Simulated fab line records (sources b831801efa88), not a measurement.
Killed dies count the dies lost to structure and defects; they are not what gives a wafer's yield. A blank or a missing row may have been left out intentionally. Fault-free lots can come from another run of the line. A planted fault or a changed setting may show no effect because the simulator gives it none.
fab line records + flow sky130
[record]
- lots = 7
- wafers = 21
- last-day = 52
route steps=708 shown LDD_N@249 LDD_P@255
lots with no fault: from the same line, run without faults
start-h: hours from the record's first day to the start of the lot's first wafer shown + wait-h: hours from the lot's prior step to this one + " same as the row above + L1.1+2: several wafers, shown together as one row + - value missing, or start not given + * or withheld: withheld + < > ~ a bound
route shown NAME@n: names a module that has steps shown in the file, with the first one's number in the route + usual: the fault-free wafers' mean and standard deviation + same: alike in all rows + chamber/n: place in a boat + sites: the reading at each site + _std_site: the values' standard deviation + _edge_site: mean of outer sites minus mean of inner sites + radius-mm: how far each site lies from the wafer's centre + mask NAME#n: copy n + behind: the most recent tool/chamber to have shaped the wafer + hold: reason for holding the lot/hours on hold/outcome of the hold + device: whichever transistor did not switch (one of n, p or np) + end of line: the route-end tests of the same wafers + a step without rows: its recipe alone + killed: count of dies lost to structure and defects at first sort (not the wafer's yield) + map: the dies of a wafer, with x for killed, . for not killed, _ for no die there
set.NAME: the setting as run; set.NAME@STEP: as run at that earlier step + model.NAME: the simulator's own value behind a step, which no gauge read
lots at selected steps of the route; one table per step, one row per wafer
services: from which hour (start-h, from the record's first day; less than 0 if before it) a tool's chamber was out of use, for how many hours, and why
[[steps]]
[step SKY_LDD_N_IMPLANT_12]
[recipe]
- species = BF2
- energy-kev = 50
- dose-cm2 = 5e+12
- tilt-deg = 30
- rotation-deg = 0
[step SKY_LDD_N_IMPLANT_13]
[recipe]
- species = BF2
- energy-kev = 50
- dose-cm2 = 5e+12
- tilt-deg = 30
- rotation-deg = 90
[step SKY_LDD_N_IMPLANT_14]
[recipe]
- species = BF2
- energy-kev = 50
- dose-cm2 = 5e+12
- tilt-deg = 30
- rotation-deg = 180
[step SKY_LDD_N_IMPLANT_15]
[recipe]
- species = BF2
- energy-kev = 50
- dose-cm2 = 5e+12
- tilt-deg = 30
- rotation-deg = 270
[step SKY_LDD_N_STRIP_16]
[recipe]
- chemistry = O2/N2
- power-w = 1400
- pressure-mtorr = 1500
- platen-temp-c = withheld
- o2-flow-sccm = 3000
- n2-flow-sccm = 300
- overash-fraction = 0.5
[usual]
- drypump-motor-current-A = 5.80/0.27
- oes-product-au = 0.406/0.0049
- strip-time-to-endpoint-s = 4.313/0.015
| lot.wafer | tool            | chamber | start-h | wait-h | drypump-motor-current-A | oes-product-au | rf-hours-counter-h | strip-time-to-endpoint-s |
|-----------|-----------------|---------|---------|--------|-------------------------|----------------|--------------------|--------------------------|
| L510.1    | plasma-asher-04 | 0       | 371.12  | 0.1    | 5.56                    | 0.398          | 69                 | 4.308                    |
| L510.3    | "               | 0       | "       | "      | 5.56                    | 0.408          | -                  | 4.310                    |
| L510.6    | "               | 1       | "       | "      | 5.90                    | 0.405          | -                  | 4.306                    |
| L512.3    | plasma-asher-04 | 0       | 382.31  | 0.1    | 5.54                    | 0.408          | -                  | 4.316                    |
| L512.4    | "               | 1       | "       | "      | 5.91                    | 0.399          | -                  | 4.322                    |
| L512.5    | "               | 0       | "       | "      | 5.55                    | 0.412          | -                  | 4.304                    |
| L518.1    | plasma-asher-04 | 0       | 426.72  | 0.1    | 5.57                    | 0.400          | 75                 | 4.276                    |
| L518.3    | "               | 0       | "       | "      | 5.58                    | 0.404          | -                  | 4.296                    |
| L518.6    | "               | 1       | "       | "      | 5.86                    | 0.402          | -                  | 4.288                    |
| L519.2    | plasma-asher-04 | 0       | 431.37  | 0.1    | 5.55                    | 0.401          | 76                 | 4.332                    |
| L519.5    | "               | 0       | "       | "      | 5.55                    | 0.402          | -                  | 4.307                    |
| L519.6    | "               | 1       | "       | "      | 5.88                    | 0.409          | -                  | 4.329                    |
| L520.2    | plasma-asher-01 | 0       | 437.72  | 0.1    | 5.22                    | 0.411          | 31                 | 4.302                    |
| L520.3    | "               | 0       | "       | "      | 5.25                    | 0.408          | -                  | 4.308                    |
| L520.5    | "               | 0       | "       | "      | 5.23                    | 0.403          | -                  | 4.325                    |
| L522.2    | plasma-asher-03 | 1       | 464.79  | 0.1    | 6.16                    | 0.410          | 63                 | 4.324                    |
| L522.3    | "               | 0       | "       | "      | 5.82                    | 0.404          | -                  | 4.310                    |
| L522.4    | "               | 1       | "       | "      | 6.18                    | 0.410          | -                  | 4.292                    |
| L528.1    | plasma-asher-01 | 1       | 678.64  | 0.1    | 6.01                    | 0.405          | 49                 | 4.312                    |
| L528.3    | "               | 1       | "       | "      | 6.06                    | 0.413          | -                  | 4.307                    |
| L528.5    | "               | 1       | "       | "      | 6.06                    | 0.403          | -                  | 4.313                    |
[step SKY_LDD_N_TW_MEAS_17]
[usual]
- LDD_N_TW = 2574/20
| lot.wafer | tool          | chamber | start-h | wait-h | LDD_N_TW |
|-----------|---------------|---------|---------|--------|----------|
| L510.1    | film-metro-01 | -       | 371.22  | 0.1    | 2559     |
| L510.3    | "             | -       | "       | "      | 2561     |
| L510.6    | "             | -       | "       | "      | 2579     |
| L512.3    | film-metro-03 | -       | 382.39  | 0.1    | 2592     |
| L512.4    | "             | -       | "       | "      | 2601     |
| L512.5    | "             | -       | "       | "      | 2590     |
| L518.1    | film-metro-04 | -       | 426.82  | 0.1    | 2554     |
| L518.3    | "             | -       | "       | "      | 2570     |
| L518.6    | "             | -       | "       | "      | 2558     |
| L519.2    | film-metro-04 | -       | 431.48  | 0.1    | 2556     |
| L519.5    | "             | -       | "       | "      | 2562     |
| L519.6    | "             | -       | "       | "      | 2575     |
| L520.2    | film-metro-03 | -       | 437.83  | 0.1    | 2598     |
| L520.3    | "             | -       | "       | "      | 2601     |
| L520.5    | "             | -       | "       | "      | 2599     |
| L522.2    | film-metro-04 | -       | 464.90  | 0.1    | 2557     |
| L522.3    | "             | -       | "       | "      | 2564     |
| L522.4    | "             | -       | "       | "      | 2562     |
| L528.1    | film-metro-03 | -       | 678.74  | 0.1    | 2569     |
| L528.3    | "             | -       | "       | "      | 2579     |
| L528.5    | "             | -       | "       | "      | 2563     |
[step SKY_LDD_P_DEHYDRATE_00]
[recipe]
- temp-c = 200
- time-s = 60
[step SKY_LDD_P_HMDS_01]
[recipe]
- prime-time-s = 60
- prime-temp-c = 120
[step SKY_LDD_P_COAT_02]
[recipe]
- resist = NOVOLAK
- spin-rpm = 3000
- resist-thk-nm = 1140
[step SKY_LDD_P_SOFTBAKE_03]
[recipe]
- temp-c = 90
- time-s = 60
- resist = NOVOLAK
[step SKY_LDD_P_EXPOSE_04]
[recipe]
- mask-id = PSDM
- na = 0.6
- source-shape = conventional
- sigma-outer = 0.6
- polarization = unpolarized
- target-cd-nm = 380
- dose-mj = 138
[step SKY_LDD_P_PEB_05]
[recipe]
- temp-c = withheld
- time-s = *
- resist = NOVOLAK
[step SKY_LDD_P_DEVELOP_06]
[recipe]
- resist = NOVOLAK
- developer = TMAH
- develop-time-s = 60
- dev-temp-c = 23
[usual]
- chill-plate-temp-C = 23.01/0.11
- develop-time-s = 60/0
- exhaust-pa = 45.1/0.9
| lot.wafer | tool           | chamber | start-h | wait-h | chill-plate-temp-C | develop-time-s | exhaust-pa |
|-----------|----------------|---------|---------|--------|--------------------|----------------|------------|
| L510.1    | litho-track-02 | 0       | 398.39  | 0.1    | 22.86              | 60             | 44.3       |
| L510.3    | "              | 0       | "       | "      | 22.92              | 60             | 43.9       |
| L510.6    | "              | 0       | "       | "      | 22.95              | 60             | 42.8       |
| L512.3    | litho-track-03 | 0       | 410.89  | 0.1    | 23.06              | 60             | 44.8       |
| L512.4    | "              | 0       | "       | "      | 22.98              | 60             | 44.1       |
| L512.5    | "              | 0       | "       | "      | 22.95              | 60             | 45.8       |
| L518.1    | litho-track-01 | -       | 457.36  | 0.1    | -                  | -              | -          |
| L518.3    | "              | -       | "       | "      | -                  | -              | -          |
| L518.6    | "              | -       | "       | "      | -                  | -              | -          |
| L519.2    | litho-track-03 | -       | 460.96  | 0.1    | -                  | -              | -          |
| L519.5    | "              | -       | "       | "      | -                  | -              | -          |
| L519.6    | "              | -       | "       | "      | -                  | -              | -          |
| L520.2    | litho-track-03 | -       | 468.56  | 0.1    | -                  | -              | -          |
| L520.3    | "              | -       | "       | "      | -                  | -              | -          |
| L520.5    | "              | -       | "       | "      | -                  | -              | -          |
| L522.2    | litho-track-02 | 0       | 493.91  | 0.1    | 23.00              | 60             | 44.6       |
| L522.3    | "              | 0       | "       | "      | 23.05              | 60             | 44.8       |
| L522.4    | "              | 0       | "       | "      | 22.94              | 60             | 44.1       |
| L528.1    | litho-track-03 | 0       | 707.39  | 0.1    | 23.10              | 60             | 44.7       |
| L528.3    | "              | 0       | "       | "      | 23.06              | 60             | 44.4       |
| L528.5    | "              | 0       | "       | "      | 23.14              | 60             | 46.1       |
[step SKY_LDD_P_CD_MEAS_07]
[recipe]
- target-cd-nm = 380
[usual]
- cd-nm = 380.6/2.2
| lot.wafer | tool      | chamber | start-h | wait-h | cd-nm |
|-----------|-----------|---------|---------|--------|-------|
| L510.1    | cd-sem-01 | -       | 398.54  | 0.1    | 379.8 |
| L510.3    | "         | -       | "       | "      | 379.5 |
| L510.6    | "         | -       | "       | "      | 379.1 |
| L512.3    | cd-sem-01 | -       | 411.03  | 0.1    | 382.5 |
| L512.4    | "         | -       | "       | "      | 382.6 |
| L512.5    | "         | -       | "       | "      | 382.3 |
| L518.1    | cd-sem-02 | -       | 457.51  | 0.1    | -     |
| L518.3    | "         | -       | "       | "      | -     |
| L518.6    | "         | -       | "       | "      | -     |
| L519.2    | cd-sem-01 | -       | 461.11  | 0.1    | -     |
| L519.5    | "         | -       | "       | "      | -     |
| L519.6    | "         | -       | "       | "      | -     |
| L520.2    | cd-sem-01 | -       | 468.71  | 0.1    | -     |
| L520.3    | "         | -       | "       | "      | -     |
| L520.5    | "         | -       | "       | "      | -     |
| L522.2    | cd-sem-01 | -       | 494.05  | 0.1    | 380.5 |
| L522.3    | "         | -       | "       | "      | 379.2 |
| L522.4    | "         | -       | "       | "      | 380.1 |
| L528.1    | cd-sem-02 | -       | 707.54  | 0.1    | 380.1 |
| L528.3    | "         | -       | "       | "      | 380.0 |
| L528.5    | "         | -       | "       | "      | 378.8 |
[[services]]
| tool            | chamber | start-h | hours | kind   |
|-----------------|---------|---------|-------|--------|
| plasma-asher-03 | -       | 390.26  | 0.9   | repair |
| plasma-asher-03 | -       | 397.59  | 0.5   | repair |
| plasma-asher-01 | -       | 397.89  | 1.1   | repair |
| plasma-asher-03 | -       | 507.32  | 0.9   | repair |
| plasma-asher-01 | -       | 570.89  | 39.0  | repair |
| plasma-asher-03 | -       | 597.09  | 0.7   | repair |
| plasma-asher-01 | -       | 617.08  | 28.1  | pm     |
| plasma-asher-03 | -       | 681.86  | 2.8   | pm     |
[[key]]
[first-sign]
- step = SKY_LDD_P_DEVELOP_06
- reading = tool-record
- direction = missing
effect none on later readings
met-at SKY_LDD_P_DEVELOP_06
struck-wafers L518.1,L518.3,L518.6,L519.2,L519.5,L519.6,L520.2,L520.3,L520.5
sort-left-out L518.1,L518.3,L518.6,L519.2,L519.5,L519.6,L520.2,L520.3,L520.5
tester-left-out L518,L519,L520
onset-between 410.89 457.36
[fault]
- kind = skipped-step-whole
- tool = litho-track-01,litho-track-03
- chamber = -
- onset-h = 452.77
- steps = SKY_LDD_P_DEVELOP_06
- scope = struck-lots-only
// tester-left-out: of these lots the tester's yield and bins aren't shown, on N5 and GAA mostly nor the transistor test; their killed dies are dies lost to structure and defects alone, not to doping, threshold or leakage, so they don't give the yield
// sort-left-out: the simulated sort isn't trusted on such a fault, so these wafers' sort isn't shown, and their yield isn't known
